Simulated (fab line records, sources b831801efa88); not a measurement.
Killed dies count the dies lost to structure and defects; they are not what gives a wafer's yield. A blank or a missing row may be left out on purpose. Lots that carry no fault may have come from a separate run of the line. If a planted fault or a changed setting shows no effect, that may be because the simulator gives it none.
fab line records | flow sky130
[record] lots = 6 wafers = 18 lastDay = 50
route steps=708 shown DNWELL@41 PWDE@45 NWELL@56 PAD_OPEN@708
lots that met no fault: taken from a fault-free run of the same line
startH: start of the lot's first displayed wafer, in hours after the record's first day | waitH: time in hours since the lot's previous step | " same as the row above | L1.1+2: several wafers, shown together as one row | - no value, or no start was given | * or withheld: withheld | < > ~ a bound
route shown NAME@n: names a module that has steps shown in the file, with the first one's number in the route | usual: mean/standard deviation of fault-free wafers | same: alike in all rows | chamber/n: place in a boat | sites: readings site by site | _std_site: the standard deviation of these | _edge_site: inner sites' mean taken away from outer sites' mean | radiusMm: how far each site lies from the wafer's centre | mask NAME#n: copy n | behind: the last tool/chamber to shape the wafer | hold: what put the lot on hold/how long, in hours/how the hold closed | device: the n, p or np transistor that did not switch | end of line: the route-end tests of the same wafers | where a step has no rows: the recipe by itself | killed: not the wafer's yield, but the dies lost to structure and defects at the first sort | map: shows each die of a wafer: x if killed, . if not, _ if none is there
set.NAME: the run value of the setting; set.NAME@STEP: its run value at that earlier step | model.NAME: the simulator's own value behind a step, which no gauge read
lots seen at some steps along the route; tables by step, rows by wafer
services: when a tool's chamber went out of use (startH, in hours from the record's first day, below 0 if earlier), for how many hours, and the reason
[[steps]]
[step SKY_DNWELL_DEVELOP_06]
[recipe] wallAngleDeg = 90 developer = TMAH developTimeS = 60 devTempC = 23
[step SKY_DNWELL_IMPLANT_07]
[recipe] species = P energyKev = withheld doseCm2 = withheld tiltDeg = withheld
[step SKY_DNWELL_STRIP_08]
[recipe] chemistry = O2/N2 powerW = 1400 pressureMtorr = 1500 platenTempC = withheld o2FlowSccm = 3000 n2FlowSccm = 300 overashFraction = 0.5
[usual] drypumpMotorCurrentA = 5.62/0.19 oesProductAu = 0.722/0.0051 stripTimeToEndpointS = 36.92/0.11
// columns lot.wafer tool chamber startH waitH drypumpMotorCurrentA oesProductAu rfHoursCounterH stripTimeToEndpointS
L832.3 plasmaAsher-03 1 79.20 0.1 5.69 0.721 - 36.95
L832.4 " 0 " " 5.14 0.718 - 36.85
L832.5 " 0 " " 5.13 0.726 - 36.94
L835.1 plasmaAsher-01 0 95.71 0.1 5.62 0.723 39 36.70
L835.2 " 1 " " 5.86 0.718 39 36.67
L835.4 " 0 " " 5.60 0.725 - 36.77
L841.3 plasmaAsher-02 1 132.78 0.1 5.50 0.712 - 36.86
L841.4 " 0 " " 5.65 0.724 - 36.97
L841.6 " 0 " " 5.61 0.719 - 36.82
L842.2 plasmaAsher-02 0 136.75 0.1 5.62 0.726 2 36.85
L842.3 " 0 " " 5.63 0.717 - 36.85
L842.5 " 0 " " 5.64 0.726 - 36.92
L847.1 plasmaAsher-01 1 163.91 0.1 5.84 0.721 48 36.88
L847.5 " 0 " " 5.60 0.723 - 36.95
L847.6 " 1 " " 5.82 0.727 - 36.82
L850.1 plasmaAsher-01 0 180.61 0.1 5.61 0.718 49 36.76
L850.5 " 0 " " 5.63 0.724 - 36.83
L850.6 " 1 " " 5.86 0.713 - 36.76
[step SKY_DNWELL_TW_MEAS_09]
[usual] DNWELL_TW = 1122/7.2
// columns lot.wafer tool chamber startH waitH DNWELL_TW
L832.3 filmMetro-04 - 79.28 0.1 1119
L832.4 " - " " 1120
L832.5 " - " " 1123
L835.1 filmMetro-04 - 95.81 0.1 1122
L835.2 " - " " 1121
L835.4 " - " " 1123
L841.3 filmMetro-03 - 132.87 0.1 1123
L841.4 " - " " 1130
L841.6 " - " " 1130
L842.2 filmMetro-01 - 136.86 0.1 1141
L842.3 " - " " 1129
L842.5 " - " " 1124
L847.1 filmMetro-01 - 164.01 0.1 1133
L847.5 " - " " 1131
L847.6 " - " " 1128
L850.1 filmMetro-04 - 180.71 0.1 1125
L850.5 " - " " 1124
L850.6 " - " " 1121
[step SKY_PWDE_DEHYDRATE_00]
[recipe] tempC = 200 timeS = 60
[step SKY_PWDE_HMDS_01]
[recipe] primeTimeS = 60 primeTempC = 120.9
[step SKY_PWDE_COAT_02]
[recipe] spinRpm = 2000 resistThkNm = 3000
[step SKY_PWDE_SOFTBAKE_03]
[recipe] tempC = 110 timeS = withheld
[step SKY_PWDE_EXPOSE_04]
[recipe] maskId = PWDEM na = 0.6 sourceShape = conventional sigmaOuter = 0.6 polarization = unpolarized targetCdNm = 840 doseMj = 214
[step SKY_PWDE_PEB_05]
[recipe] tempC = 115 timeS = withheld
[step SKY_PWDE_DEVELOP_06]
[recipe] wallAngleDeg = 90 developer = TMAH developTimeS = 60 devTempC = 23
[step SKY_PWDE_OVL_MEAS_07]
[usual] PWDE_OVL = 0.0/1.8
// columns lot.wafer tool chamber startH waitH PWDE_OVL[nm]
L832.3 overlay-01 - 96.34 - 1.3
L832.4 " - " " 0.3
L832.5 " - " " 0.6
L835.1 overlay-02 - 114.32 - 0.7
L835.2 " - " " 0.0
L835.4 " - " " -1.4
L841.3 overlay-02 - 152.15 - 2.7
L841.4 " - " " 2.6
L841.6 " - " " 3.1
L842.2 overlay-02 - 156.54 - 1.8
L842.3 " - " " 2.1
L842.5 " - " " 1.2
L847.1 overlay-01 - 183.97 - 3.9
L847.5 " - " " 2.0
L847.6 " - " " 2.0
L850.1 overlay-02 - 202.77 - -0.7
L850.5 " - " " -0.2
L850.6 " - " " -0.2
[step SKY_PWDE_IMPLANT_08]
[recipe] species = B energyKev = 150 doseCm2 = 3.6e+12 tiltDeg = withheld
[usual] beamEnergyKeV = 149.99/0.044 faradayCurrentUA = 20.3/0.45
// columns lot.wafer tool chamber startH waitH beamEnergyKeV faradayCurrentUA model.implant.rpNm model.implant.drpNm
L832.3 implanter-02 0 96.41 0.1 149.92 20.4 442.3 97.97
L832.4 " 0 " " 150.01 19.7 442.3 97.97
L832.5 " 0 " " 149.98 20.3 442.3 97.97
L835.1 implanter-02 0 114.36 0.0 150.05 20.6 420.3 97.97
L835.2 " 0 " " 150.00 19.6 420.3 97.97
L835.4 " 0 " " 149.96 19.9 420.3 97.97
L841.3 implanter-02 0 152.22 0.1 116.17 19.8 365.7 88.82
L841.4 " 0 " " 116.16 20.7 365.7 88.82
L841.6 " 0 " " 116.13 20.7 365.7 88.82
L842.2 implanter-02 0 156.60 0.0 116.23 19.5 350 88.82
L842.3 " 0 " " 116.12 20.3 350 88.82
L842.5 " 0 " " 116.18 19.9 350 88.82
L847.1 implanter-01 0 184.01 0.0 150.00 20.5 436.5 97.97
L847.5 " 0 " " 149.94 20.5 436.5 97.97
L847.6 " 0 " " 150.03 20.0 436.5 97.97
L850.1 implanter-01 0 202.81 0.0 149.97 20.1 443.7 97.97
L850.5 " 0 " " 149.89 19.7 443.7 97.97
L850.6 " 0 " " 149.88 20.2 443.7 97.97
[step SKY_PWDE_STRIP_09]
[recipe] chemistry = O2/N2 powerW = 1400 pressureMtorr = 1500 platenTempC = withheld o2FlowSccm = 3000 n2FlowSccm = 300 overashFraction = 0.5
[usual] drypumpMotorCurrentA = 5.72/0.21 oesProductAu = 0.722/0.0045 stripTimeToEndpointS = 36.97/0.12
// columns lot.wafer tool chamber startH waitH drypumpMotorCurrentA oesProductAu rfHoursCounterH stripTimeToEndpointS
L832.3 plasmaAsher-04 0 96.54 0.1 6.22 0.718 - 36.98
L832.4 " 1 " " 5.80 0.724 - 36.97
L832.5 " 0 " " 6.22 0.724 - 36.97
L835.1 plasmaAsher-04 0 114.51 0.1 6.21 0.722 31 37.06
L835.2 " 1 " " 5.78 0.720 31 37.07
L835.4 " 1 " " 5.80 0.721 - 37.08
L841.3 plasmaAsher-02 0 152.35 0.1 5.65 0.726 - 36.80
L841.4 " 1 " " 5.48 0.724 - 36.87
L841.6 " 1 " " 5.51 0.714 - 36.94
L842.2 plasmaAsher-04 0 156.72 0.1 6.21 0.719 36 36.87
L842.3 " 0 " " 6.23 0.726 - 36.94
L842.5 " 0 " " 6.23 0.713 - 36.75
L847.1 plasmaAsher-02 1 184.16 0.1 5.49 0.725 7 36.88
L847.5 " 0 " " 5.63 0.722 - 36.88
L847.6 " 1 " " 5.47 0.720 - 36.74
L850.1 plasmaAsher-02 1 202.96 0.1 5.49 0.728 9 37.11
L850.5 " 1 " " 5.50 0.721 - 37.02
L850.6 " 0 " " 5.62 0.720 - 37.13
[step SKY_PWDE_TW_MEAS_10]
[usual] PWDE_TW = 377.0/2.1
// columns lot.wafer tool chamber startH waitH PWDE_TW
L832.3 filmMetro-01 - 96.63 0.1 378.3
L832.4 " - " " 377.9
L832.5 " - " " 378.5
L835.1 filmMetro-01 - 114.61 0.1 378.4
L835.2 " - " " 378.3
L835.4 " - " " 377.5
L841.3 filmMetro-04 - 152.44 0.1 367.8
L841.4 " - " " 368.7
L841.6 " - " " 366.2
L842.2 filmMetro-01 - 156.83 0.1 372.2
L842.3 " - " " 370.3
L842.5 " - " " 372.1
L847.1 filmMetro-04 - 184.26 0.1 376.3
L847.5 " - " " 374.4
L847.6 " - " " 376.5
L850.1 filmMetro-01 - 203.06 0.1 381.3
L850.5 " - " " 378.8
L850.6 " - " " 380.3
[step SKY_NWELL_DEHYDRATE_03]
[recipe] tempC = 200 timeS = 60
[step SKY_NWELL_HMDS_04]
[recipe] primeTimeS = 60 primeTempC = 120
[step SKY_NWELL_COAT_05]
[recipe] spinRpm = 2000 resistThkNm = 3000
[step SKY_NWELL_SOFTBAKE_06]
[recipe] tempC = 110 timeS = withheld
[step SKY_NWELL_EXPOSE_07]
[recipe] maskId = NWM na = 0.6 sourceShape = conventional sigmaOuter = 0.6 polarization = unpolarized targetCdNm = 840 doseMj = 255
[step SKY_NWELL_PEB_08]
[recipe] tempC = 115 timeS = withheld
[step SKY_NWELL_DEVELOP_09]
[recipe] wallAngleDeg = 90 developer = TMAH developTimeS = 60 devTempC = 23
[step SKY_NWELL_OVL_MEAS_10]
[usual] NWELL_00_OVL = 0.5/1.1
// columns lot.wafer tool chamber startH waitH NWELL_00_OVL[nm]
L832.3 overlay-01 - 114.71 - 2.3
L832.4 " - " " -0.3
L832.5 " - " " 0.3
L835.1 overlay-01 - 132.95 - -2.1
L835.2 " - " " -0.4
L835.4 " - " " -0.9
L841.3 overlay-02 - 172.20 - -0.1
L841.4 " - " " -0.2
L841.6 " - " " -0.5
L842.2 overlay-02 - 177.12 - -0.2
L842.3 " - " " -1.0
L842.5 " - " " -0.7
L847.1 overlay-02 - 205.45 - -0.5
L847.5 " - " " 0.2
L847.6 " - " " 2.9
L850.1 overlay-02 - 225.93 - 0.2
L850.5 " - " " 0.2
L850.6 " - " " 1.4
[step SKY_NWELL_IMPLANT_11]
[recipe] species = P energyKev = 400 doseCm2 = 1.9e+13 tiltDeg = withheld
[step SKY_NWELL_IMPLANT_12]
[recipe] species = P energyKev = 120 doseCm2 = 1.3e+12 tiltDeg = withheld
[step SKY_NWELL_IMPLANT_13]
[recipe] species = P energyKev = 50 doseCm2 = 7e+11 tiltDeg = withheld
[step SKY_NWELL_STRIP_14]
[recipe] chemistry = O2/N2 powerW = 1400 pressureMtorr = 1500 platenTempC = withheld o2FlowSccm = 3000 n2FlowSccm = 300 overashFraction = 0.5
[usual] drypumpMotorCurrentA = 5.60/0.27 oesProductAu = 0.724/0.0044 stripTimeToEndpointS = 36.91/0.1
// columns lot.wafer tool chamber startH waitH drypumpMotorCurrentA oesProductAu rfHoursCounterH stripTimeToEndpointS
L832.3 plasmaAsher-04 1 115.22 0.1 5.81 0.725 - 36.98
L832.4 " 0 " " 6.23 0.718 - 36.91
L832.5 " 1 " " 5.79 0.721 - 36.97
L835.1 plasmaAsher-03 0 133.44 0.1 5.14 0.720 41 36.80
L835.2 " 1 " " 5.71 0.725 41 36.77
L835.4 " 1 " " 5.71 0.717 - 36.90
L841.3 plasmaAsher-02 1 172.70 0.1 5.48 0.728 - 36.96
L841.4 " 0 " " 5.68 0.724 - 36.91
L841.6 " 1 " " 5.48 0.729 - 36.90
L842.2 plasmaAsher-02 1 177.60 0.1 5.50 0.724 6 36.92
L842.3 " 1 " " 5.48 0.719 - 36.90
L842.5 " 0 " " 5.65 0.727 - 36.94
L847.1 plasmaAsher-03 0 205.94 0.1 5.13 0.728 48 36.83
L847.5 " 0 " " 5.13 0.717 - 36.97
L847.6 " 1 " " 5.69 0.726 - 36.80
L850.1 plasmaAsher-02 0 226.42 0.1 5.65 0.712 11 36.91
L850.5 " 0 " " 5.62 0.718 - 36.89
L850.6 " 1 " " 5.48 0.726 - 36.77
[step SKY_NWELL_TW_MEAS_15]
[usual] NWELL_TW = 1833/10
// columns lot.wafer tool chamber startH waitH NWELL_TW
L832.3 filmMetro-04 - 115.31 0.1 1828
L832.4 " - " " 1822
L832.5 " - " " 1828
L835.1 filmMetro-03 - 133.54 0.1 1830
L835.2 " - " " 1832
L835.4 " - " " 1826
L841.3 filmMetro-01 - 172.79 0.1 1840
L841.4 " - " " 1839
L841.6 " - " " 1835
L842.2 filmMetro-03 - 177.71 0.1 1834
L842.3 " - " " 1822
L842.5 " - " " 1826
L847.1 filmMetro-01 - 206.04 0.1 1843
L847.5 " - " " 1842
L847.6 " - " " 1851
L850.1 filmMetro-01 - 226.52 0.1 1860
L850.5 " - " " 1853
L850.6 " - " " 1860
[step SKY_NWELL_DEHYDRATE_16]
[recipe] tempC = 200 timeS = 60
[step SKY_NWELL_HMDS_17]
[recipe] primeTimeS = 60 primeTempC = 120
[step SKY_NWELL_COAT_18]
[recipe] spinRpm = 2000 resistThkNm = 3000
[step SKY_NWELL_SOFTBAKE_19]
[recipe] tempC = 110 timeS = withheld
[step SKY_NWELL_EXPOSE_20]
[recipe] maskId = NWM_COMPLEMENT na = 0.6 sourceShape = conventional sigmaOuter = 0.6 polarization = unpolarized targetCdNm = 840 doseMj = 260
[step SKY_NWELL_PEB_21]
[recipe] tempC = 115 timeS = withheld
[step SKY_NWELL_DEVELOP_22]
[recipe] wallAngleDeg = 90 developer = TMAH developTimeS = 60 devTempC = 23
[step SKY_NWELL_OVL_MEAS_23]
[usual] NWELL_01_OVL = -0.3/1.3
// columns lot.wafer tool chamber startH waitH NWELL_01_OVL[nm]
L832.3 overlay-01 - 133.90 - -1.9
L832.4 " - " " 1.2
L832.5 " - " " 1.3
L835.1 overlay-01 - 152.78 - -1.1
L835.2 " - " " 0.1
L835.4 " - " " 2.2
L841.3 overlay-02 - 193.17 - -0.1
L841.4 " - " " 0.8
L841.6 " - " " 0.9
L842.2 overlay-02 - 198.31 - -0.5
L842.3 " - " " 0.1
L842.5 " - " " -0.6
L847.1 overlay-02 - 228.01 - -0.2
L847.5 " - " " 0.4
L847.6 " - " " 2.8
L850.1 overlay-01 - 249.58 - 0.6
L850.5 " - " " 0.4
L850.6 " - " " -0.4
[step SKY_NWELL_IMPLANT_24]
[recipe] species = B energyKev = 140 doseCm2 = 9.139e+12 tiltDeg = withheld
[step SKY_NWELL_STRIP_25]
[recipe] chemistry = O2/N2 powerW = 1400 pressureMtorr = 1500 platenTempC = withheld o2FlowSccm = 3000 n2FlowSccm = 300 overashFraction = 0.5
[usual] drypumpMotorCurrentA = 5.7/0.35 oesProductAu = 0.722/0.0044 stripTimeToEndpointS = 36.95/0.099
// columns lot.wafer tool chamber startH waitH drypumpMotorCurrentA oesProductAu rfHoursCounterH stripTimeToEndpointS
L832.3 plasmaAsher-02 0 134.10 0.1 5.6 0.723 - 36.95
L832.4 " 1 " " 5.5 0.714 - 37.09
L832.5 " 0 " " 5.6 0.722 - 37.05
L835.1 plasmaAsher-03 0 152.97 0.1 5.1 0.730 43 37.04
L835.2 " 1 " " 5.7 0.723 43 37.08
L835.4 " 0 " " 5.1 0.724 - 37.05
L841.3 plasmaAsher-03 1 193.38 0.1 5.7 0.725 - 36.96
L841.4 " 0 " " 5.1 0.724 - 37.06
L841.6 " 0 " " 5.1 0.728 - 37.00
L842.2 plasmaAsher-04 0 198.49 0.1 6.2 0.722 40 36.88
L842.3 " 1 " " 5.8 0.717 - 36.89
L842.5 " 1 " " 5.8 0.724 - 36.90
L847.1 plasmaAsher-03 0 228.20 0.1 5.2 0.709 50 36.95
L847.5 " 0 " " 5.1 0.721 - 36.92
L847.6 " 1 " " 5.7 0.723 - 36.98
L850.1 plasmaAsher-02 1 249.77 0.1 5.5 0.731 13 36.97
L850.5 " 0 " " 5.6 0.719 - 36.91
L850.6 " 1 " " 5.5 0.731 - 37.02
[step SKY_NWELL_TW_MEAS_26]
[usual] NWELL_2_TW = 499.0/2.6
// columns lot.wafer tool chamber startH waitH NWELL_2_TW
L832.3 filmMetro-03 - 134.19 0.1 497.7
L832.4 " - " " 501.2
L832.5 " - " " 498.5
L835.1 filmMetro-01 - 153.07 0.1 498.5
L835.2 " - " " 501.4
L835.4 " - " " 500.0
L841.3 filmMetro-04 - 193.47 0.1 498.7
L841.4 " - " " 500.2
L841.6 " - " " 500.8
L842.2 filmMetro-01 - 198.60 0.1 504.7
L842.3 " - " " 503.7
L842.5 " - " " 504.4
L847.1 filmMetro-03 - 228.30 0.1 499.2
L847.5 " - " " 495.7
L847.6 " - " " 494.8
L850.1 filmMetro-04 - 249.87 0.1 498.4
L850.5 " - " " 496.4
L850.6 " - " " 496.1
[step SKY_NWELL_CLEAN_27]
[recipe] chemistry = SC1/SC2 mix = 1:4:20 tempC = 70 timeS = 150 dry = n2Spin
[step SKY_NWELL_RTA_28]
[recipe] tempC = 1050 timeS = 30 idleTempC = 650 rampUpCPerS = 150 rampDownCPerS = 90 ambient = N2
[usual] lampPowerPct = 25.30/0.051 wafer_temp_C_max = 1054.8/0.93
// columns lot.wafer tool chamber startH waitH lampPowerPct wafer_temp_C_max
L832.3 rtpAnneal-01 0 134.55 0.0 25.21 1053.5
L832.4 " 0 " " 25.23 1054.6
L832.5 " 0 " " 25.29 1053.9
L835.1 rtpAnneal-01 0 153.18 0.0 25.36 1055.7
L835.2 " 0 " " 25.26 1053.1
L835.4 " 0 " " 25.33 1055.1
L841.3 rtpAnneal-02 0 193.59 0.0 25.16 1054.6
L841.4 " 0 " " 25.37 1056.4
L841.6 " 0 " " 25.40 1054.3
L842.2 rtpAnneal-01 0 198.71 0.0 25.37 1055.4
L842.3 " 0 " " 25.26 1054.4
L842.5 " 0 " " 25.39 1054.3
L847.1 rtpAnneal-02 0 228.41 0.0 25.29 1054.9
L847.5 " 0 " " 25.25 1054.7
L847.6 " 0 " " 25.24 1056.2
L850.1 rtpAnneal-01 0 249.98 0.0 25.34 1054.8
L850.5 " 0 " " 25.37 1053.9
L850.6 " 0 " " 25.32 1055.7
[step SKY_NWELL_RS_MEAS_29]
[recipe] thkMeasGauge = four-point-probe
[usual] NWELL_RS = 625.2/1.8
// columns lot.wafer tool chamber startH waitH NWELL_RS[ohm/sq]
L832.3 filmMetro-04 - 134.66 0.1 627.8
L832.4 " - " " 627.6
L832.5 " - " " 625.4
L835.1 filmMetro-04 - 153.28 0.1 625.7
L835.2 " - " " 625.3
L835.4 " - " " 625.4
L841.3 filmMetro-01 - 193.70 0.1 626.4
L841.4 " - " " 627.2
L841.6 " - " " 625.4
L842.2 filmMetro-03 - 198.82 0.1 624.9
L842.3 " - " " 626.2
L842.5 " - " " 626.0
L847.1 filmMetro-03 - 228.51 0.1 624.9
L847.5 " - " " 622.8
L847.6 " - " " 624.2
L850.1 filmMetro-01 - 250.08 0.1 624.4
L850.5 " - " " 622.8
L850.6 " - " " 625.0
[step SKY_NWELL_RS_MEAS_31]
[recipe] thkMeasGauge = four-point-probe
[usual] PWDE_RS = 5282/20
// columns lot.wafer tool chamber startH waitH PWDE_RS[ohm/sq]
L832.3 filmMetro-04 - 134.90 0.1 5267
L832.4 " - " " 5264
L832.5 " - " " 5269
L835.1 filmMetro-04 - 153.52 0.1 5273
L835.2 " - " " 5275
L835.4 " - " " 5280
L841.3 filmMetro-01 - 193.94 0.1 5365
L841.4 " - " " 5377
L841.6 " - " " 5381
L842.2 filmMetro-03 - 199.06 0.1 5410
L842.3 " - " " 5387
L842.5 " - " " 5397
L847.1 filmMetro-03 - 228.75 0.1 5275
L847.5 " - " " 5281
L847.6 " - " " 5271
L850.1 filmMetro-01 - 250.32 0.1 5297
L850.5 " - " " 5275
L850.6 " - " " 5279
[step SKY_PAD_OPEN_PROBE_99]
[usual] killed_at_M0_to_M3 = 43/7 killed_at_M4_up = 3.3/1.8 killedAtContacts = 24/6.2 killedAtFrontEnd = 16/4.7 killedAtOther = 0.4/0.58 killedDies = 87/10 killedOpen = 47/6.4 killedShort = 39/7
[same] grossDies = 492 killedAtBackSide = 0
// columns lot.wafer tool chamber startH waitH killed_at_M0_to_M3 killed_at_M4_up killedAtContacts killedAtFrontEnd killedAtOther killedDies killedOpen killedShort model.etest.res_p_drift_20v.lineOhmUm model.etest.res_p_drift_20v.rsOhmSq
L832.3 prober-02 - 1114.04 0.2 31 3 20 20 0 74 43 31 1.085e+04 9203
L832.4 prober-02 - 1114.09 0.2 50 3 20 7 0 80 48 32 1.038e+04 8877
L832.5 prober-02 - 1114.14 0.2 41 3 22 23 0 89 46 43 1.131e+04 9474
L835.1 prober-01 - 1123.40 0.1 39 2 25 17 0 83 45 38 1.272e+04 1.062e+04
L835.2 prober-01 - 1123.45 0.1 43 6 18 10 0 77 42 35 1.23e+04 1.02e+04
L835.4 prober-01 - 1123.55 0.2 34 3 22 16 1 76 37 39 1.222e+04 1.026e+04
L841.3 prober-01 - 1165.76 0.2 35 6 26 11 0 78 46 31 2.559e+04 2.118e+04
L841.4 prober-01 - 1165.81 0.2 32 3 27 29 0 91 46 41 2.629e+04 2.241e+04
L841.6 prober-01 - 1165.91 0.2 24 4 38 19 1 86 46 39 2.37e+04 2.009e+04
L842.2 prober-02 - 1166.19 0.1 37 2 24 9 0 72 48 24 5.151e+04 4.309e+04
L842.3 prober-02 - 1166.24 0.2 59 5 31 22 0 117 69 48 4.471e+04 3.72e+04
L842.5 prober-02 - 1166.34 0.2 42 4 24 11 0 81 52 29 4.226e+04 3.551e+04
L847.1 prober-01 - 1197.89 0.1 44 1 33 13 0 91 47 42 1.117e+04 9242
L847.5 prober-01 - 1198.09 0.2 46 4 34 15 0 99 51 48 1.23e+04 1.023e+04
L847.6 prober-01 - 1198.14 0.2 50 7 29 20 0 106 53 53 1.113e+04 9297
L850.1 prober-02 - 1203.24 0.1 43 3 21 21 0 88 36 52 1.143e+04 9515
L850.5 prober-02 - 1203.44 0.2 50 5 26 19 0 100 58 42 1.084e+04 9130
L850.6 prober-02 - 1203.49 0.2 45 5 24 17 0 91 59 32 1.132e+04 9586
// killed by level:class
L832.3 POLY_GATE:geometricParticle:open=9 LI_CONTACT:geometricParticle:open=8 LOCAL_INTERCONNECT:geometricParticle:short=6 VIA1:geometricParticle:short=6 VIA1:geometricParticle:open=6 VIA2:geometricParticle:open=5 VIA3:geometricParticle:open=5 POLY_GATE:geometricParticle:short=4
L832.4 VIA1:geometricParticle:open=16 CONTACT:geometricParticle:open=9 METAL2:geometricParticle:short=7 VIA2:geometricParticle:open=7 LI_CONTACT:geometricParticle:open=4 METAL1:geometricParticle:short=4 VIA1:geometricParticle:short=4 VIA3:geometricParticle:open=4
L832.5 LI_CONTACT:geometricParticle:open=8 VIA3:geometricParticle:open=8 METAL1:geometricParticle:short=7 FIELD_ISO:geometricParticle:open=6 POLY_GATE:geometricParticle:short=6 CONTACT:geometricParticle:open=6 VIA1:geometricParticle:open=6 FIELD_ISO:geometricParticle:short=5
L835.1 CONTACT:geometricParticle:open=11 FIELD_ISO:geometricParticle:open=8 METAL1:geometricParticle:short=7 FIELD_ISO:geometricParticle:short=6 VIA3:geometricParticle:open=6 CONTACT:geometricParticle:short=6 VIA1:geometricParticle:open=6 VIA2:geometricParticle:open=6
L835.2 VIA2:geometricParticle:open=11 VIA1:geometricParticle:open=8 VIA1:geometricParticle:short=5 LOCAL_INTERCONNECT:geometricParticle:short=4 CONTACT:geometricParticle:short=4 CONTACT:geometricParticle:open=4 METAL2:geometricParticle:short=4 FIELD_ISO:geometricParticle:open=3
L835.4 CONTACT:geometricParticle:open=11 VIA1:geometricParticle:open=7 VIA1:geometricParticle:short=6 FIELD_ISO:geometricParticle:open=4 FIELD_ISO:geometricParticle:short=4 LOCAL_INTERCONNECT:geometricParticle:short=4 VIA2:geometricParticle:open=4 METAL1:geometricParticle:short=4
L841.3 CONTACT:geometricParticle:open=10 VIA1:geometricParticle:open=8 LI_CONTACT:geometricParticle:open=6 CONTACT:geometricParticle:short=6 VIA3:geometricParticle:open=6 FIELD_ISO:geometricParticle:open=4 VIA2:geometricParticle:short=4 VIA2:geometricParticle:open=4
L841.4 CONTACT:geometricParticle:open=11 FIELD_ISO:geometricParticle:short=7 FIELD_ISO:geometricParticle:open=7 POLY_GATE:geometricParticle:short=7 VIA1:geometricParticle:open=7 LI_CONTACT:geometricParticle:open=6 VIA1:geometricParticle:short=6 VIA2:geometricParticle:open=6
L841.6 CONTACT:geometricParticle:open=11 LI_CONTACT:geometricParticle:open=10 CONTACT:geometricParticle:short=9 VIA3:geometricParticle:open=7 VIA1:geometricParticle:open=7 FIELD_ISO:geometricParticle:short=5 LOCAL_INTERCONNECT:geometricParticle:short=4 FIELD_ISO:geometricParticle:open=4
L842.2 VIA1:geometricParticle:open=13 CONTACT:geometricParticle:open=11 LI_CONTACT:geometricParticle:open=6 VIA2:geometricParticle:open=6 VIA1:geometricParticle:short=5 SPACER:geometricParticle:open=3 LOCAL_INTERCONNECT:geometricParticle:short=3 VIA3:geometricParticle:short=3
L842.3 VIA1:geometricParticle:open=16 CONTACT:geometricParticle:open=12 VIA3:geometricParticle:open=10 METAL1:geometricParticle:short=9 FIELD_ISO:geometricParticle:open=8 LI_CONTACT:geometricParticle:open=8 VIA1:geometricParticle:short=7 LOCAL_INTERCONNECT:geometricParticle:short=5
L842.5 VIA1:geometricParticle:open=12 CONTACT:geometricParticle:open=10 VIA3:geometricParticle:open=9 FIELD_ISO:geometricParticle:open=7 LI_CONTACT:geometricParticle:open=5 CONTACT:geometricParticle:short=5 METAL3:geometricParticle:short=5 METAL1:geometricParticle:short=4
L847.1 CONTACT:geometricParticle:open=14 VIA1:geometricParticle:open=9 VIA3:geometricParticle:open=9 METAL2:geometricParticle:short=7 LOCAL_INTERCONNECT:geometricParticle:short=6 VIA1:geometricParticle:short=6 METAL1:geometricParticle:short=5 CONTACT:geometricParticle:short=5
L847.5 VIA1:geometricParticle:open=12 VIA3:geometricParticle:open=10 CONTACT:geometricParticle:open=9 CONTACT:geometricParticle:short=8 METAL2:geometricParticle:short=8 LI_CONTACT:geometricParticle:open=7 LI_CONTACT:geometricParticle:short=5 LOCAL_INTERCONNECT:geometricParticle:short=5
L847.6 METAL2:geometricParticle:short=12 LI_CONTACT:geometricParticle:open=9 CONTACT:geometricParticle:open=9 VIA3:geometricParticle:open=9 FIELD_ISO:geometricParticle:open=6 VIA2:geometricParticle:open=5 VIA1:geometricParticle:short=5 POLY_GATE:geometricParticle:short=4
L850.1 VIA1:geometricParticle:open=7 VIA2:geometricParticle:short=7 LOCAL_INTERCONNECT:geometricParticle:short=5 CONTACT:geometricParticle:open=5 CONTACT:geometricParticle:short=5 METAL2:geometricParticle:short=5 VIA3:geometricParticle:open=5 FIELD_ISO:geometricParticle:short=4
L850.5 CONTACT:geometricParticle:open=13 VIA1:geometricParticle:open=10 VIA3:geometricParticle:open=10 METAL2:geometricParticle:short=9 FIELD_ISO:geometricParticle:open=5 CONTACT:geometricParticle:short=5 VIA2:geometricParticle:open=5 LOCAL_INTERCONNECT:geometricParticle:short=4
L850.6 VIA1:geometricParticle:open=12 CONTACT:geometricParticle:open=10 LI_CONTACT:geometricParticle:open=8 VIA3:geometricParticle:open=8 METAL2:geometricParticle:short=5 FIELD_ISO:geometricParticle:open=4 POLY_GATE:geometricParticle:open=4 SPACER:geometricParticle:open=4
[[services]]
// columns tool chamber startH hours kind
plasmaAsher-03 - 79.33 8.1 repair
plasmaAsher-03 - 90.41 38.8 repair
implanter-02 - 104.91 2.6 repair
plasmaAsher-02 - 108.75 9.0 pm
plasmaAsher-02 0 108.75 9.0 ventCycle
plasmaAsher-02 1 108.75 9.0 ventCycle
plasmaAsher-02 0 117.75 - clean
plasmaAsher-02 1 117.75 - clean
implanter-01 - 158.88 19.7 repair
implanter-02 - 161.84 2.2 repair
implanter-02 - 168.39 3.4 repair
implanter-01 - 178.56 5.0 pm
implanter-02 - 180.62 6.8 pm
plasmaAsher-02 - 206.19 2.4 repair
implanter-02 - 215.23 1.1 repair
implanter-02 - 218.59 33.2 pm
plasmaAsher-01 - 231.80 2.8 pm
implanter-01 - 239.49 9.2 repair
[[key]]
[firstSign] step = SKY_PWDE_IMPLANT_08 reading = beamEnergyKeV direction = down sigmas = 99+ usual = * struck = *
[effect] step = SKY_PWDE_TW_MEAS_10 reading = PWDE_TW direction = down sigmas = 3.6 usual = 377.0 struck = 369.6
[effect] step = SKY_NWELL_RS_MEAS_31 reading = PWDE_RS direction = up sigmas = 5.1 usual = 5282 struck = 5386
[modelEffect] step = SKY_PWDE_IMPLANT_08 value = implant.rpNm without = 438 struck = 357.8
[modelEffect] step = SKY_PAD_OPEN_PROBE_99 value = etest.res_p_drift_20v.lineOhmUm without = 1.167e+04 struck = 3.568e+04
metAt SKY_PWDE_IMPLANT_08
struckWafers L841.3,L841.4,L841.6,L842.2,L842.3,L842.5
testerLeftOut L841,L842
onsetBetween 114.36 152.22
[fault] kind = processParameterDrift tool = implanter-02 chamber = - onsetH = 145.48 steps = SKY_PWDE_IMPLANT_08 channel = energyKev offset = * shape = step endH = 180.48 actsIn = * stated = *
// testerLeftOut: of these lots the tester's yield and bins aren't shown, on N5 and GAA mostly nor the transistor test; their killed dies are dies lost to structure and defects alone, not to doping, threshold or leakage, so they don't give the yield
